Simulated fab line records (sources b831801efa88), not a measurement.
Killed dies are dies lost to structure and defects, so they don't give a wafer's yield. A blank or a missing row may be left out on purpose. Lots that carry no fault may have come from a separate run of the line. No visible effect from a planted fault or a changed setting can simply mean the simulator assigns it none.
fab line records -- flow sfq-line
[record] lots = 6, wafers = 18, last-day = 91
route steps=325 shown I0@54 M1@58
lots that met no fault: from a run of the same line without faults
start-h: start of the lot's first displayed wafer, in hours after the record's first day -- wait-h: time in hours since the lot's previous step -- " same as the row above -- L1.1+2: a single row standing in for several wafers -- - no value, or no start given -- * or withheld: withheld -- < > ~ a bound
route shown NAME@n: NAME is a module with steps in the file, n the number in the route of the first one -- usual: mean/standard deviation taken from wafers without a fault -- same: alike in all rows -- chamber/n: place in a boat -- sites: readings site by site -- _std_site: their standard deviation -- _edge_site: the outer-site mean with the inner-site mean subtracted -- radius-mm: for every site, how far away it sits from the centre of the wafer -- mask NAME#n: copy n -- behind: the last tool/chamber to shape the wafer -- hold: the reason the lot was held/the length of the hold in hours/how it ended -- device: names the non-switching transistor (n, p or np) -- end of line: the route-end tests of the same wafers -- a step with no rows: only its recipe -- killed: not the wafer's yield, but the dies lost to structure and defects at the first sort -- map: a wafer's dies, x killed, . not, _ none there
set.NAME: the run value of the setting; set.NAME@STEP: its run value at that earlier step -- model.NAME: the simulator's own value behind a step, which no gauge read
lots at selected steps of the route; one table per step, one row per wafer
services: when a tool's chamber went out of use (start-h, in hours from the record's first day, below 0 if earlier), for how many hours, and the reason
[[steps]]
[step SFQ_TRILAYER_I0_VIA_BARC_OPEN_VIA_ETCH_046]
[recipe] mask-material = PR, chemistry = O2, target-depth-nm = 125, target = BARC, source-w = 500, bias-w = 80, pressure-mtorr = 30, time-s = 41.7
[usual] drypump-motor-current-A = 5.7/0.35, oes-product-au = 0.685/0.0044
lot.wafer,tool,chamber,start-h,wait-h,drypump-motor-current-A,oes-product-au,rf-hours-counter-h
L718.2,rie-diel-04,3,309.62,0.0,5.6,0.682,133
L718.5,rie-diel-04,3,309.62,0.0,5.7,0.696,-
L718.6,rie-diel-04,2,309.62,0.0,5.5,0.687,-
L719.3,rie-diel-02,0,312.02,0.0,5.9,0.686,11
L719.4,rie-diel-02,2,312.02,0.0,6.0,0.683,-
L719.6,rie-diel-02,3,312.02,0.0,6.2,0.683,-
L723.3,rie-diel-02,2,343.80,0.0,6.0,0.691,3
L723.5,rie-diel-02,3,343.80,0.0,6.2,0.688,-
L723.6,rie-diel-02,0,343.80,0.0,5.9,0.683,-
L724.1,rie-diel-04,3,353.08,0.0,5.6,0.691,0
L724.3,rie-diel-04,1,353.08,0.0,5.2,0.689,1
L724.6,rie-diel-04,0,353.08,0.0,5.8,0.677,-
L726.1,rie-diel-02,3,367.80,0.0,6.2,0.684,13
L726.4,rie-diel-02,1,367.80,0.0,5.3,0.682,55
L726.6,rie-diel-02,1,367.80,0.0,5.3,0.681,-
L730.1,rie-diel-04,3,403.45,0.0,5.6,0.682,1
L730.4,rie-diel-04,2,403.45,0.0,5.4,0.683,3
L730.6,rie-diel-04,3,403.45,0.0,5.6,0.690,-
[step SFQ_TRILAYER_I0_VIA_ETCH_VIA_ETCH_034]
[recipe] target = SiO2, stop-on = Nb, mask-material = PR, taper-deg = 20, chemistry = CHF3, target-depth-nm = 260, source-w = 500, bias-w = 80, pressure-mtorr = 30, time-s = withheld
[usual] drypump-motor-current-A = 5.7/0.35, oes-product-au = 0.853/0.005
lot.wafer,tool,chamber,start-h,wait-h,drypump-motor-current-A,oes-product-au
L718.2,rie-diel-04,3,309.66,0.0,5.7,0.849
L718.5,rie-diel-04,3,309.66,0.0,5.6,0.845
L718.6,rie-diel-04,2,309.66,0.0,5.5,0.857
L719.3,rie-diel-02,0,312.06,0.0,5.9,0.859
L719.4,rie-diel-02,2,312.06,0.0,6.0,0.851
L719.6,rie-diel-02,3,312.06,0.0,6.2,0.863
L723.3,rie-diel-02,2,343.84,0.0,6.0,0.859
L723.5,rie-diel-02,3,343.84,0.0,6.2,0.857
L723.6,rie-diel-02,0,343.84,0.0,5.9,0.855
L724.1,rie-diel-04,3,353.12,0.0,5.6,0.850
L724.3,rie-diel-04,1,353.12,0.0,5.2,0.852
L724.6,rie-diel-04,0,353.12,0.0,5.8,0.845
L726.1,rie-diel-02,3,367.84,0.0,6.2,0.856
L726.4,rie-diel-02,1,367.84,0.0,5.3,0.845
L726.6,rie-diel-02,1,367.84,0.0,5.3,0.852
L730.1,rie-diel-04,3,403.49,0.0,5.6,0.844
L730.4,rie-diel-04,2,403.49,0.0,5.4,0.852
L730.6,rie-diel-04,3,403.49,0.0,5.6,0.856
[step SFQ_TRILAYER_I0_VIA_STRIP_STRIP_035]
[recipe] gas = O2, power-w = 200, platen-temp-c = 40, overash-fraction = 0.65, chemistry = O2, pressure-mtorr = 50
[usual] drypump-motor-current-A = 5.7/0.36, he-backside-leak-sccm = 3.31/0.26, oes-product-au = 1.003/0.012
lot.wafer,tool,chamber,start-h,wait-h,drypump-motor-current-A,he-backside-leak-sccm,oes-product-au,rf-hours-counter-h
L718.2,rie-metal-02,1,309.78,-,6.3,3.29,1.006,112
L718.5,rie-metal-02,1,309.78,-,6.3,3.21,1.000,-
L718.6,rie-metal-02,0,309.78,-,5.5,3.38,0.991,-
L719.3,rie-metal-04,0,312.38,-,5.4,3.30,1.028,-
L719.4,rie-metal-04,1,312.38,-,5.5,3.17,1.002,-
L719.6,rie-metal-04,1,312.38,-,5.5,3.55,1.012,-
L723.3,rie-metal-04,1,344.16,-,5.5,3.34,0.998,-
L723.5,rie-metal-04,0,344.16,-,5.4,3.42,1.019,-
L723.6,rie-metal-04,1,344.16,-,5.5,3.37,0.992,-
L724.1,rie-metal-01,1,353.24,-,6.0,3.08,0.992,16
L724.3,rie-metal-01,1,353.24,-,6.0,3.40,0.994,-
L724.6,rie-metal-01,0,353.24,-,5.3,2.92,0.994,-
L726.1,rie-metal-02,0,367.95,-,5.5,3.55,1.013,94
L726.4,rie-metal-02,1,367.95,-,6.3,3.24,1.001,-
L726.6,rie-metal-02,1,367.95,-,6.3,3.07,0.996,-
L730.1,rie-metal-02,0,403.60,-,5.5,3.48,1.006,97
L730.4,rie-metal-02,1,403.60,-,6.3,3.25,1.011,-
L730.6,rie-metal-02,0,403.60,-,5.6,3.39,1.023,-
[step SFQ_TRILAYER_I0_VIA_STRIP_SOLV_CLEAN_036]
[recipe] chemistry = NMP, temp-c = 70, time-s = 600
[step SFQ_TRILAYER_M1_DEP_PRE_CLEAN_038]
[recipe] gas = Ar, time-s = 22.5, bias-v = 250
[step SFQ_TRILAYER_M1_DEP_SPUTTER_037]
[recipe] material = Nb, base-pressure-pa = 1.33e-06, chamber-pressure-pa = 0.1333, substrate-temp-c = 20, resputter-cathode-voltage-v = 400, target-thk-nm = 200, power-w = 2000, time-s = 133.3
[usual] substrate-temp-c = 20.00/0.11, throttle-valve-pct = 30.2/1.2
lot.wafer,tool,chamber,start-h,wait-h,substrate-temp-c,throttle-valve-pct
L718.2,pvd-sputter-06,-,310.58,0.0,19.98,31.5
L718.5,pvd-sputter-06,-,310.58,0.0,19.75,30.2
L718.6,pvd-sputter-06,-,310.58,0.0,19.82,29.7
L719.3,pvd-sputter-05,-,312.98,0.0,20.17,31.7
L719.4,pvd-sputter-05,-,312.98,0.0,20.04,30.9
L719.6,pvd-sputter-05,-,312.98,0.0,20.02,31.8
L723.3,pvd-sputter-03,-,344.78,0.0,20.10,30.6
L723.5,pvd-sputter-03,-,344.78,0.0,19.77,28.1
L723.6,pvd-sputter-03,-,344.78,0.0,20.07,29.4
L724.1,pvd-sputter-03,-,354.21,0.0,20.14,28.0
L724.3,pvd-sputter-03,-,354.21,0.0,19.98,29.5
L724.6,pvd-sputter-03,-,354.21,0.0,20.11,30.7
L726.1,pvd-sputter-03,-,368.77,0.0,20.03,29.5
L726.4,pvd-sputter-03,-,368.77,0.0,20.12,29.6
L726.6,pvd-sputter-03,-,368.77,0.0,19.98,30.3
L730.1,pvd-sputter-03,-,404.42,0.0,20.04,30.5
L730.4,pvd-sputter-03,-,404.42,0.0,20.09,28.1
L730.6,pvd-sputter-03,-,404.42,0.0,20.03,30.5
[step SFQ_M1_RS_MEAS_909]
[recipe] thk-meas-gauge = four-point-probe, reads = Nb_of_TRILAYER_M1_DEP_SPUTTER_037
[usual] M1_NB_RS = 0.885/0.013
lot.wafer,tool,chamber,start-h,wait-h,M1_NB_RS[ohm/sq]
L718.2,film-metro-02,-,310.69,0.1,0.902
L718.5,film-metro-02,-,310.69,0.1,0.900
L718.6,film-metro-02,-,310.69,0.1,0.924
L719.3,film-metro-01,-,313.11,0.1,0.884
L719.4,film-metro-01,-,313.11,0.1,0.897
L719.6,film-metro-01,-,313.11,0.1,0.879
L723.3,film-metro-01,-,344.91,0.1,0.879
L723.5,film-metro-01,-,344.91,0.1,0.891
L723.6,film-metro-01,-,344.91,0.1,0.871
L724.1,film-metro-01,-,354.31,0.0,0.901
L724.3,film-metro-01,-,354.31,0.0,0.874
L724.6,film-metro-01,-,354.31,0.0,0.885
L726.1,film-metro-03,-,368.86,0.0,0.907
L726.4,film-metro-03,-,368.86,0.0,0.885
L726.6,film-metro-03,-,368.86,0.0,0.895
L730.1,film-metro-02,-,404.51,0.0,0.876
L730.4,film-metro-02,-,404.51,0.0,0.897
L730.6,film-metro-02,-,404.51,0.0,0.884
[step SFQ_TRILAYER_M1_LITHO_COAT_044]
[recipe] resist = BARC, spin-rpm = 3000, resist-thk-nm = 62
[step SFQ_TRILAYER_M1_LITHO_COAT_039]
[recipe] resist = KrF, spin-rpm = 3000, resist-thk-nm = 600
[step SFQ_TRILAYER_M1_LITHO_SOFTBAKE_043]
[recipe] temp-c = withheld, time-s = withheld, resist = KrF
[step SFQ_TRILAYER_M1_LITHO_EXPOSE_040]
[recipe] mask-id = M1, na = 0.6, source-shape = conventional, sigma-outer = 0.65, target-cd-nm = 500, dose-mj = 14.4
[step SFQ_TRILAYER_M1_LITHO_PEB_042]
[recipe] peb-temp-c = 115, peb-time-s = 60, resist = KrF
lot.wafer,tool,chamber,start-h,wait-h
L718.2+5+6,litho-track-02,0,434.16,0.8
L719.3+4+6,litho-track-03,0,437.79,0.7
L723.3+5+6,litho-track-01,0,493.04,0.7
L724.1+3+6,litho-track-03,0,505.35,1.0
L726.1+4+6,litho-track-03,0,525.75,1.0
L730.1+4+6,litho-track-02,0,564.53,1.0
[step SFQ_TRILAYER_M1_LITHO_DEVELOP_041]
[recipe] time-s = 60, resist = KrF
[step SFQ_M1_OVL_MEAS_911]
[usual] M1_OVL = 1/5
lot.wafer,tool,chamber,start-h,wait-h,M1_OVL[nm]
L718.2,overlay-02,-,434.44,0.1,2
L718.5,overlay-02,-,434.44,0.1,8
L718.6,overlay-02,-,434.44,0.1,5
L719.3,overlay-01,-,438.05,0.1,-2
L719.4,overlay-01,-,438.05,0.1,5
L719.6,overlay-01,-,438.05,0.1,2
L723.3,overlay-02,-,493.31,0.1,9
L723.5,overlay-02,-,493.31,0.1,3
L723.6,overlay-02,-,493.31,0.1,10
L724.1,overlay-02,-,505.65,0.1,1
L724.3,overlay-02,-,505.65,0.1,-8
L724.6,overlay-02,-,505.65,0.1,-2
L726.1,overlay-02,-,526.05,0.1,-7
L726.4,overlay-02,-,526.05,0.1,5
L726.6,overlay-02,-,526.05,0.1,2
L730.1,overlay-01,-,564.83,0.1,6
L730.4,overlay-01,-,564.83,0.1,3
L730.6,overlay-01,-,564.83,0.1,0
[step SFQ_TRILAYER_M1_BARC_OPEN_METAL_ETCH_054]
[recipe] mask-material = PR, chemistry = O2, target-depth-nm = 125, target = BARC, icp-w = 600, bias-w = 80, pressure-mtorr = 10, time-s = 41.7
[usual] drypump-motor-current-A = 5.6/0.34, he-backside-leak-sccm = 3.29/0.17, oes-product-au = 0.685/0.0047
lot.wafer,tool,chamber,start-h,wait-h,drypump-motor-current-A,he-backside-leak-sccm,oes-product-au,rf-hours-counter-h,model.M1.cd-nm
L718.2,rie-metal-01,1,434.47,0.0,6.0,3.30,0.691,25,498.3
L718.5,rie-metal-01,0,434.47,0.0,5.3,3.18,0.688,-,496.6
L718.6,rie-metal-01,1,434.47,0.0,6.0,3.04,0.686,-,497.5
L719.3,rie-metal-01,1,438.09,0.0,6.0,3.21,0.686,-,503.9
L719.4,rie-metal-01,0,438.09,0.0,5.3,3.12,0.684,-,502.6
L719.6,rie-metal-01,1,438.09,0.0,6.0,3.14,0.686,-,503
L723.3,rie-metal-03,0,493.36,0.0,6.0,3.50,0.682,-,499.7
L723.5,rie-metal-03,0,493.36,0.0,5.9,3.71,0.686,-,498.8
L723.6,rie-metal-03,1,493.36,0.0,5.2,3.30,0.677,-,498.7
L724.1,rie-metal-01,0,505.68,0.0,5.3,2.98,0.681,30,486.5
L724.3,rie-metal-01,1,505.68,0.0,6.0,3.11,0.681,-,500.6
L724.6,rie-metal-01,0,505.68,0.0,5.3,3.09,0.690,-,489
L726.1,rie-metal-01,1,526.08,0.0,6.0,2.91,0.687,40,485
L726.4,rie-metal-01,0,526.08,0.0,5.3,2.99,0.682,-,484
L726.6,rie-metal-01,0,526.08,0.0,5.3,3.16,0.689,-,485.4
L730.1,rie-metal-03,1,564.87,0.0,5.2,3.14,0.685,80,497.6
L730.4,rie-metal-03,1,564.87,0.0,5.1,3.08,0.685,-,499.3
L730.6,rie-metal-03,0,564.87,0.0,5.9,3.52,0.692,-,498.3
[step SFQ_TRILAYER_M1_ETCH_METAL_ETCH_042]
[recipe] target = Nb, stop-on = SiO2, mask-material = PR, chemistry = Cl2/Ar, target-depth-nm = 240, icp-w = 600, bias-w = 80, pressure-mtorr = 10, time-s = 120
[usual] drypump-motor-current-A = 5.6/0.35, he-backside-leak-sccm = 3.28/0.18, oes-product-au = 0.898/0.0088
lot.wafer,tool,chamber,start-h,wait-h,drypump-motor-current-A,he-backside-leak-sccm,oes-product-au,rf-hours-counter-h,model.M1.cd-nm
L718.2,rie-metal-01,1,434.53,0.0,6.0,3.28,0.893,25,496.1
L718.5,rie-metal-01,0,434.53,0.0,5.3,3.03,0.889,-,495.8
L718.6,rie-metal-01,1,434.53,0.0,6.0,3.41,0.878,-,495.4
L719.3,rie-metal-01,1,438.17,0.1,6.0,3.43,0.895,-,502.2
L719.4,rie-metal-01,0,438.17,0.1,5.3,3.30,0.894,-,501.6
L719.6,rie-metal-01,1,438.17,0.1,6.0,3.31,0.905,-,500.6
L723.3,rie-metal-03,0,493.47,0.1,6.0,3.43,0.906,-,499.8
L723.5,rie-metal-03,0,493.47,0.1,5.9,3.54,0.894,-,499.2
L723.6,rie-metal-03,1,493.47,0.1,5.2,3.35,0.906,-,503.9
L724.1,rie-metal-01,0,505.74,0.0,5.3,3.18,0.887,30,485.9
L724.3,rie-metal-01,1,505.74,0.0,6.0,3.32,0.909,-,499.7
L724.6,rie-metal-01,0,505.74,0.0,5.3,3.43,0.898,-,487.6
L726.1,rie-metal-01,1,526.14,0.0,6.0,3.34,0.882,40,486
L726.4,rie-metal-01,0,526.14,0.0,5.3,3.14,0.903,-,483.8
L726.6,rie-metal-01,0,526.14,0.0,5.3,3.15,0.882,-,485.2
L730.1,rie-metal-03,1,564.93,0.0,5.2,3.31,0.899,80,501.7
L730.4,rie-metal-03,1,564.93,0.0,5.2,3.38,0.890,-,503.4
L730.6,rie-metal-03,0,564.93,0.0,5.9,3.65,0.902,-,500.2
[step SFQ_TRILAYER_M1_STRIP_STRIP_043]
[recipe] gas = O2, power-w = 200, platen-temp-c = 40, overash-fraction = 0.65, chemistry = O2, pressure-mtorr = 50
[usual] drypump-motor-current-A = 5.6/0.34, he-backside-leak-sccm = 3.3/0.34, oes-product-au = 1.002/0.013
lot.wafer,tool,chamber,start-h,wait-h,drypump-motor-current-A,he-backside-leak-sccm,oes-product-au,rf-hours-counter-h
L718.2,rie-metal-01,1,434.66,0.1,6.0,2.9,0.990,25
L718.5,rie-metal-01,0,434.66,0.1,5.3,3.2,0.991,-
L718.6,rie-metal-01,1,434.66,0.1,6.0,3.2,0.990,-
L719.3,rie-metal-01,1,438.46,0.2,6.0,3.7,1.001,-
L719.4,rie-metal-01,0,438.46,0.2,5.3,3.0,1.004,-
L719.6,rie-metal-01,1,438.46,0.2,6.0,3.5,0.999,-
L723.3,rie-metal-03,0,493.84,0.3,5.9,3.6,1.005,-
L723.5,rie-metal-03,0,493.84,0.3,5.9,3.6,1.009,-
L723.6,rie-metal-03,1,493.84,0.3,5.1,3.4,1.001,-
L724.1,rie-metal-01,0,505.87,0.1,5.3,2.9,0.999,30
L724.3,rie-metal-01,1,505.87,0.1,6.0,3.2,1.006,-
L724.6,rie-metal-01,0,505.87,0.1,5.3,3.2,0.995,-
L726.1,rie-metal-01,1,526.27,0.1,6.0,3.2,1.005,40
L726.4,rie-metal-01,0,526.27,0.1,5.3,3.1,1.001,-
L726.6,rie-metal-01,0,526.27,0.1,5.3,2.9,1.004,-
L730.1,rie-metal-03,1,565.05,0.1,5.1,3.2,0.985,80
L730.4,rie-metal-03,1,565.05,0.1,5.2,3.2,0.988,-
L730.6,rie-metal-03,0,565.05,0.1,5.9,3.4,1.019,-
[[services]]
tool,chamber,start-h,hours,kind
rie-diel-04,3,300.07,6.0,repair
rie-diel-04,1,305.75,8.1,repair
rie-diel-02,1,308.51,4.9,repair
rie-metal-01,0,313.05,14.9,repair
rie-diel-04,3,313.85,-,clean
pvd-sputter-06,-,314.00,5.3,repair
rie-diel-04,1,344.47,1.2,repair
pvd-sputter-03,-,348.63,2.7,repair
pvd-sputter-06,-,354.53,4.6,repair
rie-diel-04,3,369.14,6.3,repair
pvd-sputter-06,-,392.42,13.2,repair
rie-diel-02,2,393.02,13.1,repair
rie-metal-02,1,399.90,3.4,repair
rie-metal-04,-,434.86,0.7,repair
rie-diel-02,0,437.75,3.7,repair
rie-metal-03,-,440.95,0.4,repair
rie-metal-02,-,442.12,2.4,repair
rie-diel-04,-,447.70,0.8,repair
pvd-sputter-06,-,475.97,4.2,repair
rie-metal-02,-,485.92,2.8,pm
rie-metal-04,1,495.22,4.0,repair
rie-metal-03,-,498.78,4.6,repair
pvd-sputter-03,-,534.84,9.0,repair
pvd-sputter-03,-,550.20,19.1,repair
[[key]]
first-sign none at tools or gauges
[model-effect] step = SFQ_TRILAYER_M1_BARC_OPEN_METAL_ETCH_054, value = M1.cd-nm, without = 498.7, struck = 486
[model-effect] step = SFQ_TRILAYER_M1_ETCH_METAL_ETCH_042, value = M1.cd-nm, without = 498.4, struck = 485.7
met-at SFQ_TRILAYER_M1_LITHO_PEB_042
struck-wafers L724.1,L724.6,L726.1,L726.4,L726.6
onset-between 437.79 505.35
[fault] kind = process-parameter-drift, tool = litho-track-03, chamber = -, onset-h = 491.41, steps = SFQ_TRILAYER_M1_LITHO_PEB_042, channel = peb-time-s, offset = *, shape = step, end-h = 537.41, scope = struck-wafers-only, acts-in = *, stated = *
